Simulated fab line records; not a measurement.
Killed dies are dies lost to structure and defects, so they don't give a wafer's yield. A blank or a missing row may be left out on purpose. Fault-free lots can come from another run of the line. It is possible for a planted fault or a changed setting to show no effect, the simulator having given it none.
fab line records -- flow sky130
record: lots: 24, wafers: 72, last-day: 50
route steps=708 shown VT_ADJUST_HVTP@92 VT_ADJUST_PCH@150 LDD_P@266 METAL1@451 METAL2@486 VIA3@594
lots that met no fault: taken from a fault-free run of the same line
start-h: hours from the record's first day to the start of the lot's first wafer shown -- wait-h: hours from the lot's prior step to this one -- " same as the row above -- L1.1+2: several wafers, shown together as one row -- - no value, or no start was given -- * or withheld: withheld -- < > ~ a bound
route shown NAME@n: names a module that has steps shown in the file, with the first one's number in the route -- usual: the fault-free wafers' mean and standard deviation -- same: alike in all rows -- chamber/n: place in a boat -- sites: per-site readings -- _std_site: standard deviation across them -- _edge_site: mean of outer sites minus mean of inner sites -- radius-mm: for every site, how far away it sits from the centre of the wafer -- mask NAME#n: copy n -- behind: the most recent tool/chamber to have shaped the wafer -- hold: what put the lot on hold/how long, in hours/how the hold closed -- device: transistor that didn't switch, given as n, p or np -- end of line: the route-end tests of the same wafers -- step lacking rows: just its recipe -- killed: the dies lost at the first sort to structure and to defects; this is not the yield of the wafer -- map: a wafer's dies, x killed, . not, _ none there
set.NAME: the setting the step ran with; set.NAME@STEP: the setting that earlier step ran with -- model.NAME: the simulator's own value behind a step, which no gauge read
route steps across a sampled set of lots; one table per step, one row per wafer
services: when a tool's chamber went out of use (start-h, in hours from the record's first day, below 0 if earlier), for how many hours, and the reason
== steps ==
step: SKY_VT_ADJUST_HVTP_CD_MEAS_07
recipe: target-cd-nm: 380
usual: cd-nm: 380.4/2.3
lot.wafer,tool,chamber,start-h,wait-h,cd-nm
L074.1,cd-sem-01,-,129.72,0.1,382.2
L074.5,cd-sem-01,-,129.72,0.1,381.0
L074.6,cd-sem-01,-,129.72,0.1,381.6
L075.2,cd-sem-01,-,146.34,0.1,383.7
L075.4,cd-sem-01,-,146.34,0.1,381.2
L075.5,cd-sem-01,-,146.34,0.1,381.9
L077.4,cd-sem-02,-,146.74,0.1,381.2
L077.5,cd-sem-02,-,146.74,0.1,383.0
L077.6,cd-sem-02,-,146.74,0.1,381.0
L076.1,cd-sem-01,-,147.82,0.1,384.2
L076.2,cd-sem-01,-,147.82,0.1,384.0
L076.6,cd-sem-01,-,147.82,0.1,383.7
L079.1,cd-sem-02,-,161.39,0.1,379.0
L079.5,cd-sem-02,-,161.39,0.1,380.7
L079.6,cd-sem-02,-,161.39,0.1,379.7
L078.2,cd-sem-02,-,163.55,0.1,382.5
L078.4,cd-sem-02,-,163.55,0.1,381.8
L078.5,cd-sem-02,-,163.55,0.1,379.6
L080.1,cd-sem-01,-,164.17,0.1,378.4
L080.5,cd-sem-01,-,164.17,0.1,379.4
L080.6,cd-sem-01,-,164.17,0.1,377.7
L081.3,cd-sem-01,-,169.51,0.1,383.2
L081.4,cd-sem-01,-,169.51,0.1,382.7
L081.6,cd-sem-01,-,169.51,0.1,381.4
L082.1,cd-sem-02,-,169.94,0.1,380.4
L082.2,cd-sem-02,-,169.94,0.1,378.9
L082.4,cd-sem-02,-,169.94,0.1,380.6
L083.2,cd-sem-02,-,182.91,0.1,378.8
L083.4,cd-sem-02,-,182.91,0.1,378.2
L083.6,cd-sem-02,-,182.91,0.1,379.7
L084.1,cd-sem-01,-,184.73,0.1,378.6
L084.5,cd-sem-01,-,184.73,0.1,379.1
L084.6,cd-sem-01,-,184.73,0.1,381.3
L085.2,cd-sem-02,-,192.50,0.1,379.0
L085.4,cd-sem-02,-,192.50,0.1,379.8
L085.5,cd-sem-02,-,192.50,0.1,379.2
L086.2,cd-sem-01,-,197.75,0.1,378.9
L086.3,cd-sem-01,-,197.75,0.1,376.6
L086.6,cd-sem-01,-,197.75,0.1,377.2
L087.2,cd-sem-01,-,199.20,0.1,382.6
L087.3,cd-sem-01,-,199.20,0.1,381.2
L087.6,cd-sem-01,-,199.20,0.1,380.1
L088.1,cd-sem-02,-,215.33,0.1,383.6
L088.2,cd-sem-02,-,215.33,0.1,379.7
L088.3,cd-sem-02,-,215.33,0.1,382.2
L089.1,cd-sem-01,-,220.44,0.1,378.3
L089.5,cd-sem-01,-,220.44,0.1,377.0
L089.6,cd-sem-01,-,220.44,0.1,379.5
L090.1,cd-sem-01,-,227.84,0.1,383.2
L090.3,cd-sem-01,-,227.84,0.1,383.1
L090.6,cd-sem-01,-,227.84,0.1,383.3
L091.3,cd-sem-01,-,236.21,0.1,377.0
L091.5,cd-sem-01,-,236.21,0.1,375.2
L091.6,cd-sem-01,-,236.21,0.1,374.8
L092.2,cd-sem-01,-,237.81,0.1,382.8
L092.5,cd-sem-01,-,237.81,0.1,381.4
L092.6,cd-sem-01,-,237.81,0.1,381.9
L093.1,cd-sem-02,-,243.92,0.1,379.7
L093.2,cd-sem-02,-,243.92,0.1,383.4
L093.4,cd-sem-02,-,243.92,0.1,383.2
L094.1,cd-sem-01,-,252.04,0.1,380.7
L094.4,cd-sem-01,-,252.04,0.1,383.3
L094.5,cd-sem-01,-,252.04,0.1,381.5
L095.1,cd-sem-01,-,254.82,0.1,380.2
L095.5,cd-sem-01,-,254.82,0.1,380.0
L095.6,cd-sem-01,-,254.82,0.1,381.2
L096.2,cd-sem-02,-,261.85,0.1,378.4
L096.4,cd-sem-02,-,261.85,0.1,376.3
L096.5,cd-sem-02,-,261.85,0.1,375.6
L097.3,cd-sem-02,-,265.87,0.1,380.5
L097.4,cd-sem-02,-,265.87,0.1,380.6
L097.5,cd-sem-02,-,265.87,0.1,381.6
step: SKY_VT_ADJUST_PCH_OVL_MEAS_07
usual: VT_ADJUST_PCH_OVL: 0.3/1.3
lot.wafer,tool,chamber,start-h,wait-h,VT_ADJUST_PCH_OVL[nm]
L074.1,overlay-02,-,234.73,-,0.7
L074.5,overlay-02,-,234.73,-,-0.5
L074.6,overlay-02,-,234.73,-,1.0
L075.2,overlay-01,-,255.04,-,0.0
L075.4,overlay-01,-,255.04,-,1.9
L075.5,overlay-01,-,255.04,-,0.9
L077.4,overlay-02,-,255.40,-,-1.1
L077.5,overlay-02,-,255.40,-,0.4
L077.6,overlay-02,-,255.40,-,-0.3
L076.1,overlay-01,-,257.53,-,1.1
L076.2,overlay-01,-,257.53,-,4.7
L076.6,overlay-01,-,257.53,-,2.2
L079.1,overlay-02,-,272.87,-,-0.8
L079.5,overlay-02,-,272.87,-,-1.3
L079.6,overlay-02,-,272.87,-,-1.2
L078.2,overlay-02,-,277.52,-,0.3
L078.4,overlay-02,-,277.52,-,-1.7
L078.5,overlay-02,-,277.52,-,-0.2
L080.1,overlay-02,-,278.38,-,1.3
L080.5,overlay-02,-,278.38,-,0.4
L080.6,overlay-02,-,278.38,-,0.5
L081.3,overlay-02,-,284.75,-,1.3
L081.4,overlay-02,-,284.75,-,0.0
L081.6,overlay-02,-,284.75,-,-0.2
L082.1,overlay-01,-,285.08,-,1.4
L082.2,overlay-01,-,285.08,-,1.3
L082.4,overlay-01,-,285.08,-,-0.2
L083.2,overlay-01,-,300.57,-,0.4
L083.4,overlay-01,-,300.57,-,0.6
L083.6,overlay-01,-,300.57,-,-0.7
L084.1,overlay-01,-,302.47,-,1.9
L084.5,overlay-01,-,302.47,-,1.7
L084.6,overlay-01,-,302.47,-,0.4
L085.2,overlay-01,-,313.62,-,1.2
L085.4,overlay-01,-,313.62,-,1.4
L085.5,overlay-01,-,313.62,-,0.8
L086.2,overlay-01,-,319.27,-,-0.4
L086.3,overlay-01,-,319.27,-,0.3
L086.6,overlay-01,-,319.27,-,0.3
L087.2,overlay-01,-,320.94,-,-0.2
L087.3,overlay-01,-,320.94,-,0.0
L087.6,overlay-01,-,320.94,-,-0.2
L088.1,overlay-01,-,342.03,-,3.3
L088.2,overlay-01,-,342.03,-,1.3
L088.3,overlay-01,-,342.03,-,-0.5
L089.1,overlay-01,-,347.63,-,0.4
L089.5,overlay-01,-,347.63,-,1.1
L089.6,overlay-01,-,347.63,-,2.6
L090.1,overlay-02,-,356.73,-,-0.5
L090.3,overlay-02,-,356.73,-,0.6
L090.6,overlay-02,-,356.73,-,-1.3
L091.3,overlay-02,-,364.45,-,0.3
L091.5,overlay-02,-,364.45,-,-0.4
L091.6,overlay-02,-,364.45,-,-0.4
L092.2,overlay-02,-,368.02,-,1.3
L092.5,overlay-02,-,368.02,-,-1.4
L092.6,overlay-02,-,368.02,-,1.8
L093.1,overlay-02,-,377.78,-,2.0
L093.2,overlay-02,-,377.78,-,-0.2
L093.4,overlay-02,-,377.78,-,0.2
L094.1,overlay-01,-,385.93,-,1.0
L094.4,overlay-01,-,385.93,-,0.1
L094.5,overlay-01,-,385.93,-,0.1
L095.1,overlay-02,-,388.73,-,-1.9
L095.5,overlay-02,-,388.73,-,-1.1
L095.6,overlay-02,-,388.73,-,-2.2
L096.2,overlay-01,-,397.24,-,-1.0
L096.4,overlay-01,-,397.24,-,1.4
L096.5,overlay-01,-,397.24,-,0.7
L097.3,overlay-02,-,403.73,-,2.0
L097.4,overlay-02,-,403.73,-,-1.7
L097.5,overlay-02,-,403.73,-,0.4
step: SKY_LDD_P_TW_MEAS_11
usual: LDD_P_TW: 632/7.5
lot.wafer,tool,chamber,start-h,wait-h,LDD_P_TW
L074.1,film-metro-03,-,447.64,0.1,637
L074.5,film-metro-03,-,447.64,0.1,630
L074.6,film-metro-03,-,447.64,0.1,636
L075.2,film-metro-04,-,468.69,0.1,636
L075.4,film-metro-04,-,468.69,0.1,635
L075.5,film-metro-04,-,468.69,0.1,635
L077.4,film-metro-01,-,471.45,0.1,625
L077.5,film-metro-01,-,471.45,0.1,624
L077.6,film-metro-01,-,471.45,0.1,624
L076.1,film-metro-01,-,471.69,0.1,621
L076.2,film-metro-01,-,471.69,0.1,625
L076.6,film-metro-01,-,471.69,0.1,625
L079.1,film-metro-01,-,489.04,0.1,625
L079.5,film-metro-01,-,489.04,0.1,625
L079.6,film-metro-01,-,489.04,0.1,619
L080.1,film-metro-03,-,495.02,0.1,637
L080.5,film-metro-03,-,495.02,0.1,638
L080.6,film-metro-03,-,495.02,0.1,635
L078.2,film-metro-01,-,498.94,0.1,623
L078.4,film-metro-01,-,498.94,0.1,625
L078.5,film-metro-01,-,498.94,0.1,622
L081.3,film-metro-03,-,505.85,0.1,636
L081.4,film-metro-03,-,505.85,0.1,635
L081.6,film-metro-03,-,505.85,0.1,637
L082.1,film-metro-04,-,506.47,0.1,634
L082.2,film-metro-04,-,506.47,0.1,638
L082.4,film-metro-04,-,506.47,0.1,640
L083.2,film-metro-04,-,527.73,0.1,637
L083.4,film-metro-04,-,527.73,0.1,634
L083.6,film-metro-04,-,527.73,0.1,636
L084.1,film-metro-03,-,533.12,0.1,632
L084.5,film-metro-03,-,533.12,0.1,636
L084.6,film-metro-03,-,533.12,0.1,635
L085.2,film-metro-03,-,541.94,0.1,637
L085.4,film-metro-03,-,541.94,0.1,638
L085.5,film-metro-03,-,541.94,0.1,635
L087.2,film-metro-01,-,547.53,0.1,623
L087.3,film-metro-01,-,547.53,0.1,625
L087.6,film-metro-01,-,547.53,0.1,621
L086.2,film-metro-04,-,548.83,0.1,639
L086.3,film-metro-04,-,548.83,0.1,635
L086.6,film-metro-04,-,548.83,0.1,642
L088.1,film-metro-04,-,568.42,0.1,634
L088.2,film-metro-04,-,568.42,0.1,636
L088.3,film-metro-04,-,568.42,0.1,640
L089.1,film-metro-04,-,575.32,0.1,635
L089.5,film-metro-04,-,575.32,0.1,634
L089.6,film-metro-04,-,575.32,0.1,636
L090.1,film-metro-01,-,584.92,0.1,623
L090.3,film-metro-01,-,584.92,0.1,624
L090.6,film-metro-01,-,584.92,0.1,624
L091.3,film-metro-03,-,588.64,0.1,636
L091.5,film-metro-03,-,588.64,0.1,637
L091.6,film-metro-03,-,588.64,0.1,641
L092.2,film-metro-04,-,597.98,0.1,645
L092.5,film-metro-04,-,597.98,0.1,644
L092.6,film-metro-04,-,597.98,0.1,642
L093.1,film-metro-01,-,603.08,0.1,625
L093.2,film-metro-01,-,603.08,0.1,621
L093.4,film-metro-01,-,603.08,0.1,621
L094.1,film-metro-04,-,612.73,0.1,640
L094.4,film-metro-04,-,612.73,0.1,638
L094.5,film-metro-04,-,612.73,0.1,642
L095.1,film-metro-01,-,615.18,0.1,618
L095.5,film-metro-01,-,615.18,0.1,624
L095.6,film-metro-01,-,615.18,0.1,618
L096.2,film-metro-01,-,628.38,0.1,626
L096.4,film-metro-01,-,628.38,0.1,624
L096.5,film-metro-01,-,628.38,0.1,626
L097.3,film-metro-04,-,631.49,0.1,640
L097.4,film-metro-04,-,631.49,0.1,640
L097.5,film-metro-04,-,631.49,0.1,636
step: SKY_METAL1_DESCUM_17
recipe: chemistry: O2, source-power-w: 150, bias-power-w: 0, pressure-mtorr: 10, temp-c: 40, time-s: 8
usual: drypump-motor-current-A: 5.7/0.5, oes-product-au: 1.000/0.0076, temp-c: 40.01/0.1
same: bias-power-w: 0
lot.wafer,tool,chamber,start-h,wait-h,drypump-motor-current-A,oes-product-au,rf-hours-counter-h,temp-c
L074.1,rie-metal-04,0,776.49,0.0,6.2,0.999,4,40.13
L074.5,rie-metal-04,1,776.49,0.0,5.7,1.006,-,39.97
L074.6,rie-metal-04,0,776.49,0.0,6.2,0.991,-,39.96
L075.2,rie-metal-03,0,795.19,0.0,5.6,0.992,15,40.04
L075.4,rie-metal-03,0,795.19,0.0,5.6,1.001,-,40.02
L075.5,rie-metal-03,0,795.19,0.0,5.6,1.004,-,39.93
L077.4,rie-metal-03,1,797.28,0.0,4.9,0.998,-,39.96
L077.5,rie-metal-03,0,797.28,0.0,5.5,0.999,-,39.97
L077.6,rie-metal-03,1,797.28,0.0,4.9,1.004,-,40.03
L076.1,rie-metal-01,0,800.23,0.0,5.6,1.004,13,40.20
L076.2,rie-metal-01,1,800.23,0.0,6.3,0.990,10,40.10
L076.6,rie-metal-01,1,800.23,0.0,6.4,0.996,-,39.99
L079.1,rie-metal-04,0,812.72,0.0,6.2,0.999,6,39.96
L079.5,rie-metal-04,1,812.72,0.0,5.7,0.996,-,40.11
L079.6,rie-metal-04,0,812.72,0.0,6.2,0.998,-,39.92
L080.1,rie-metal-01,0,816.03,0.0,5.6,1.005,14,39.95
L080.5,rie-metal-01,0,816.03,0.0,5.6,1.002,-,40.05
L080.6,rie-metal-01,0,816.03,0.0,5.6,1.002,-,40.16
L078.2,rie-metal-01,0,818.79,0.0,5.6,0.997,14,39.95
L078.4,rie-metal-01,0,818.79,0.0,5.6,0.999,-,39.90
L078.5,rie-metal-01,0,818.79,0.0,5.6,0.995,-,39.90
L081.3,rie-metal-04,0,824.85,0.0,6.2,1.003,-,40.21
L081.4,rie-metal-04,1,824.85,0.0,5.7,1.001,-,39.86
L081.6,rie-metal-04,1,824.85,0.0,5.7,0.993,-,40.00
L082.1,rie-metal-04,0,829.21,0.0,6.2,0.993,7,39.90
L082.2,rie-metal-04,1,829.21,0.0,5.7,0.996,1,39.91
L082.4,rie-metal-04,0,829.21,0.0,6.2,1.000,-,39.88
L083.2,rie-metal-01,1,845.42,0.0,6.3,0.987,12,40.14
L083.4,rie-metal-01,1,845.42,0.0,6.3,0.993,-,40.23
L083.6,rie-metal-01,0,845.42,0.0,5.6,0.991,-,40.00
L084.1,rie-metal-03,1,851.03,0.0,4.9,1.010,18,40.02
L084.5,rie-metal-03,1,851.03,0.0,4.9,1.003,-,40.04
L084.6,rie-metal-03,1,851.03,0.0,4.9,1.012,-,39.90
L085.2,rie-metal-03,1,859.75,0.0,4.9,0.993,-,39.98
L085.4,rie-metal-03,1,859.75,0.0,4.9,1.008,-,39.92
L085.5,rie-metal-03,1,859.75,0.0,4.9,0.999,-,40.00
L087.2,rie-metal-04,1,861.29,0.0,5.7,0.997,3,39.84
L087.3,rie-metal-04,1,861.29,0.0,5.7,1.001,-,40.00
L087.6,rie-metal-04,0,861.29,0.0,6.2,1.000,-,39.88
L086.2,rie-metal-01,0,862.77,0.0,5.6,0.992,16,39.98
L086.3,rie-metal-01,0,862.77,0.0,5.6,0.991,-,39.79
L086.6,rie-metal-01,1,862.77,0.0,6.4,0.982,-,39.96
L088.1,rie-metal-03,0,881.98,0.0,5.6,1.008,2,40.13
L088.2,rie-metal-03,0,881.98,0.0,5.5,1.015,-,39.94
L088.3,rie-metal-03,0,881.98,0.0,5.5,1.015,-,39.87
L089.1,rie-metal-01,1,886.29,0.0,6.3,1.003,14,40.10
L089.5,rie-metal-01,1,886.29,0.0,6.3,1.000,-,39.90
L089.6,rie-metal-01,0,886.29,0.0,5.6,1.008,-,40.07
L090.1,rie-metal-01,0,896.24,0.0,5.6,1.006,17,39.99
L090.3,rie-metal-01,1,896.24,0.0,6.4,0.994,-,39.98
L090.6,rie-metal-01,0,896.24,0.0,5.6,0.990,-,40.06
L091.3,rie-metal-04,1,896.74,0.0,5.7,0.988,-,40.02
L091.5,rie-metal-04,0,896.74,0.0,6.2,0.998,-,39.87
L091.6,rie-metal-04,1,896.74,0.0,5.7,0.998,-,40.13
L092.2,rie-metal-01,1,908.95,0.0,6.3,0.995,-,40.18
L092.5,rie-metal-01,1,908.95,0.0,6.4,1.002,-,40.22
L092.6,rie-metal-01,1,908.95,0.0,6.3,0.992,-,40.04
L093.1,rie-metal-03,1,911.89,0.0,4.9,0.999,1,40.01
L093.2,rie-metal-03,0,911.89,0.0,5.6,1.018,3,40.15
L093.4,rie-metal-03,0,911.89,0.0,5.6,1.013,-,40.13
L094.1,rie-metal-01,1,917.43,0.0,6.3,0.995,16,40.16
L094.4,rie-metal-01,1,917.43,0.0,6.3,0.994,-,40.11
L094.5,rie-metal-01,1,917.43,0.0,6.3,0.995,-,40.03
L095.1,rie-metal-03,0,920.12,0.0,5.5,1.000,3,39.99
L095.5,rie-metal-03,1,920.12,0.0,4.9,0.991,-,40.24
L095.6,rie-metal-03,0,920.12,0.0,5.6,1.012,-,40.02
L096.2,rie-metal-01,0,931.64,0.0,5.6,1.004,0,39.93
L096.4,rie-metal-01,1,931.64,0.0,6.3,0.995,-,40.02
L096.5,rie-metal-01,1,931.64,0.0,6.3,0.993,-,40.02
L097.3,rie-metal-01,1,936.44,0.0,6.3,1.001,-,39.88
L097.4,rie-metal-01,0,936.44,0.0,5.6,1.002,-,39.90
L097.5,rie-metal-01,1,936.44,0.0,6.4,0.998,-,40.10
step: SKY_METAL2_SPUTTER_03
recipe: material: Ti, target-thk-nm: 5, power-w: 3000, time-s: 3.3, chamber-pressure-pa: 0.4
usual: throttle-valve-pct: 30.1/1.2
lot.wafer,tool,chamber,start-h,wait-h,throttle-valve-pct
L074.1,pvd-sputter-01,-,805.96,0.0,30.4
L074.5,pvd-sputter-01,-,805.96,0.0,28.4
L074.6,pvd-sputter-01,-,805.96,0.0,30.0
L075.2,pvd-sputter-01,-,824.22,0.0,30.2
L075.4,pvd-sputter-01,-,824.22,0.0,31.6
L075.5,pvd-sputter-01,-,824.22,0.0,30.6
L077.4,pvd-sputter-01,-,826.38,0.0,30.6
L077.5,pvd-sputter-01,-,826.38,0.0,31.4
L077.6,pvd-sputter-01,-,826.38,0.0,28.7
L076.1,pvd-sputter-01,-,829.56,0.0,28.5
L076.2,pvd-sputter-01,-,829.56,0.0,31.7
L076.6,pvd-sputter-01,-,829.56,0.0,28.4
L079.1,pvd-sputter-03,-,841.87,0.0,27.7
L079.5,pvd-sputter-03,-,841.87,0.0,29.9
L079.6,pvd-sputter-03,-,841.87,0.0,30.0
L080.1,pvd-sputter-01,-,845.76,0.0,31.6
L080.5,pvd-sputter-01,-,845.76,0.0,28.4
L080.6,pvd-sputter-01,-,845.76,0.0,30.6
L078.2,pvd-sputter-01,-,848.81,0.0,28.6
L078.4,pvd-sputter-01,-,848.81,0.0,31.3
L078.5,pvd-sputter-01,-,848.81,0.0,29.9
L081.3,pvd-sputter-01,-,854.07,0.0,31.6
L081.4,pvd-sputter-01,-,854.07,0.0,30.3
L081.6,pvd-sputter-01,-,854.07,0.0,30.1
L082.1,pvd-sputter-01,-,858.80,0.0,28.4
L082.2,pvd-sputter-01,-,858.80,0.0,31.4
L082.4,pvd-sputter-01,-,858.80,0.0,30.3
L083.2,pvd-sputter-04,-,874.61,0.0,30.2
L083.4,pvd-sputter-04,-,874.61,0.0,32.5
L083.6,pvd-sputter-04,-,874.61,0.0,32.6
L084.1,pvd-sputter-03,-,880.03,0.0,30.3
L084.5,pvd-sputter-03,-,880.03,0.0,27.7
L084.6,pvd-sputter-03,-,880.03,0.0,30.1
L085.2,pvd-sputter-04,-,888.93,0.0,30.6
L085.4,pvd-sputter-04,-,888.93,0.0,32.8
L085.5,pvd-sputter-04,-,888.93,0.0,29.8
L087.2,pvd-sputter-01,-,889.87,0.0,31.4
L087.3,pvd-sputter-01,-,889.87,0.0,30.7
L087.6,pvd-sputter-01,-,889.87,0.0,28.5
L086.2,pvd-sputter-03,-,891.65,0.0,27.6
L086.3,pvd-sputter-03,-,891.65,0.0,29.9
L086.6,pvd-sputter-03,-,891.65,0.0,30.4
L088.1,pvd-sputter-01,-,910.66,0.0,29.0
L088.2,pvd-sputter-01,-,910.66,0.0,30.5
L088.3,pvd-sputter-01,-,910.66,0.0,31.4
L089.1,pvd-sputter-04,-,914.00,0.0,30.6
L089.5,pvd-sputter-04,-,914.00,0.0,32.4
L089.6,pvd-sputter-04,-,914.00,0.0,29.6
L090.1,pvd-sputter-04,-,923.54,0.0,29.3
L090.3,pvd-sputter-04,-,923.54,0.0,32.7
L090.6,pvd-sputter-04,-,923.54,0.0,29.1
L091.3,pvd-sputter-04,-,924.71,0.0,28.9
L091.5,pvd-sputter-04,-,924.71,0.0,29.7
L091.6,pvd-sputter-04,-,924.71,0.0,32.8
L092.2,pvd-sputter-03,-,937.00,0.0,27.6
L092.5,pvd-sputter-03,-,937.00,0.0,27.9
L092.6,pvd-sputter-03,-,937.00,0.0,30.2
L093.1,pvd-sputter-04,-,940.02,0.0,29.1
L093.2,pvd-sputter-04,-,940.02,0.0,29.5
L093.4,pvd-sputter-04,-,940.02,0.0,32.7
L094.1,pvd-sputter-01,-,945.18,0.0,30.4
L094.4,pvd-sputter-01,-,945.18,0.0,28.3
L094.5,pvd-sputter-01,-,945.18,0.0,28.5
L095.1,pvd-sputter-01,-,947.26,0.0,31.5
L095.5,pvd-sputter-01,-,947.26,0.0,29.7
L095.6,pvd-sputter-01,-,947.26,0.0,31.4
L096.2,pvd-sputter-04,-,958.91,0.0,32.7
L096.4,pvd-sputter-04,-,958.91,0.0,30.3
L096.5,pvd-sputter-04,-,958.91,0.0,32.6
L097.3,pvd-sputter-04,-,963.86,0.0,29.2
L097.4,pvd-sputter-04,-,963.86,0.0,29.8
L097.5,pvd-sputter-04,-,963.86,0.0,30.5
step: SKY_VIA3_CVD_21
recipe: material: W, target-thk-nm: 390, time-s: 117.31, temp-c: 400, pressure-torr: 40
usual: heater-power-outer-w: 583/69, heater-power-w: 913/58
lot.wafer,tool,chamber,start-h,wait-h,heater-power-outer-w,heater-power-w
L074.1,cvd-w-01,0,940.73,0.0,520,823
L074.5,cvd-w-01,0,940.73,0.0,515,829
L074.6,cvd-w-01,1,940.73,0.0,667,962
L075.2,cvd-w-01,0,957.72,0.0,511,825
L075.4,cvd-w-01,1,957.72,0.0,672,977
L075.5,cvd-w-01,1,957.72,0.0,685,977
L077.4,cvd-w-02,0,960.30,0.1,517,923
L077.5,cvd-w-02,0,960.30,0.1,512,892
L077.6,cvd-w-02,1,960.30,0.1,614,916
L076.1,cvd-w-01,1,963.60,0.0,671,971
L076.2,cvd-w-01,0,963.60,0.0,519,859
L076.6,cvd-w-01,0,963.60,0.0,492,822
L079.1,cvd-w-01,1,972.83,0.0,669,968
L079.5,cvd-w-01,0,972.83,0.0,493,820
L079.6,cvd-w-01,1,972.83,0.0,676,979
L080.1,cvd-w-02,0,978.11,0.0,525,873
L080.5,cvd-w-02,0,978.11,0.0,536,890
L080.6,cvd-w-02,1,978.11,0.0,612,950
L078.2,cvd-w-01,1,980.65,0.0,674,981
L078.4,cvd-w-01,0,980.65,0.0,505,836
L078.5,cvd-w-01,0,980.65,0.0,515,839
L081.3,cvd-w-02,0,984.87,0.1,522,880
L081.4,cvd-w-02,1,984.87,0.1,617,931
L081.6,cvd-w-02,1,984.87,0.1,607,946
L082.1,cvd-w-02,1,988.40,0.0,601,916
L082.2,cvd-w-02,0,988.40,0.0,525,903
L082.4,cvd-w-02,0,988.40,0.0,518,877
L083.2,cvd-w-01,1,1004.28,0.0,641,965
L083.4,cvd-w-01,0,1004.28,0.0,518,834
L083.6,cvd-w-01,1,1004.28,0.0,661,988
L084.1,cvd-w-01,1,1007.98,0.0,681,979
L084.5,cvd-w-01,1,1007.98,0.0,672,956
L084.6,cvd-w-01,0,1007.98,0.0,508,837
L085.2,cvd-w-01,0,1017.02,0.0,508,846
L085.4,cvd-w-01,0,1017.02,0.0,520,851
L085.5,cvd-w-01,1,1017.02,0.0,673,988
L087.2,cvd-w-01,1,1019.14,0.0,666,974
L087.3,cvd-w-01,1,1019.14,0.0,682,984
L087.6,cvd-w-01,0,1019.14,0.0,518,840
L086.2,cvd-w-01,0,1019.84,0.0,502,810
L086.3,cvd-w-01,1,1019.84,0.0,656,995
L086.6,cvd-w-01,0,1019.84,0.0,517,850
L088.1,cvd-w-02,1,1039.67,0.0,601,956
L088.2,cvd-w-02,0,1039.67,0.0,530,905
L088.3,cvd-w-02,0,1039.67,0.0,523,918
L089.1,cvd-w-01,0,1041.49,0.0,497,841
L089.5,cvd-w-01,0,1041.49,0.0,514,807
L089.6,cvd-w-01,1,1041.49,0.0,662,966
L090.1,cvd-w-01,1,1047.08,0.0,692,956
L090.3,cvd-w-01,0,1047.08,0.0,516,841
L090.6,cvd-w-01,0,1047.08,0.0,511,842
L091.3,cvd-w-02,1,1049.14,0.1,596,944
L091.5,cvd-w-02,1,1049.14,0.1,601,958
L091.6,cvd-w-02,0,1049.14,0.1,534,880
L092.2,cvd-w-01,0,1060.86,0.0,508,851
L092.5,cvd-w-01,1,1060.86,0.0,664,960
L092.6,cvd-w-01,0,1060.86,0.0,512,848
L093.1,cvd-w-02,1,1063.33,0.0,599,937
L093.2,cvd-w-02,0,1063.33,0.0,515,908
L093.4,cvd-w-02,0,1063.33,0.0,524,915
L094.1,cvd-w-01,0,1068.25,0.0,530,845
L094.4,cvd-w-01,1,1068.25,0.0,683,971
L094.5,cvd-w-01,1,1068.25,0.0,680,935
L095.1,cvd-w-02,0,1068.60,0.0,536,924
L095.5,cvd-w-02,1,1068.60,0.0,608,923
L095.6,cvd-w-02,0,1068.60,0.0,521,898
L096.2,cvd-w-02,0,1078.15,0.0,525,898
L096.4,cvd-w-02,0,1078.15,0.0,530,903
L096.5,cvd-w-02,0,1078.15,0.0,519,883
L097.3,cvd-w-01,1,1083.79,0.1,659,987
L097.4,cvd-w-01,0,1083.79,0.1,515,843
L097.5,cvd-w-01,0,1083.79,0.1,513,817
== services ==
tool,chamber,start-h,hours,kind
rie-metal-01,0,757.33,8.2,repair
rie-metal-01,0,772.95,2.7,repair
pvd-sputter-01,-,788.58,0.5,repair
rie-metal-01,1,812.80,4.0,repair
rie-metal-03,0,815.69,27.9,repair
cvd-w-02,1,816.78,3.1,repair
pvd-sputter-01,-,830.83,1.4,repair
rie-metal-01,-,841.49,2.8,pm
cvd-w-01,-,843.77,2.8,pm
rie-metal-03,-,845.88,2.8,pm
cvd-w-02,-,863.23,2.8,pm
pvd-sputter-04,-,878.41,0.5,repair
cvd-w-01,-,904.00,14.0,pm
cvd-w-02,0,930.37,3.1,repair
cvd-w-02,-,978.84,4.3,pm
pvd-sputter-01,-,986.81,5.0,repair
pvd-sputter-01,-,994.27,3.0,repair
pvd-sputter-01,-,1001.47,4.3,repair
cvd-w-02,-,1005.61,28.1,pm
rie-metal-01,0,1026.30,2.9,repair
pvd-sputter-01,-,1026.42,1.4,repair
rie-metal-01,-,1027.39,1.9,repair
pvd-sputter-01,-,1061.81,15.0,repair
cvd-w-01,-,1068.46,14.6,pm
== key ==
fault none
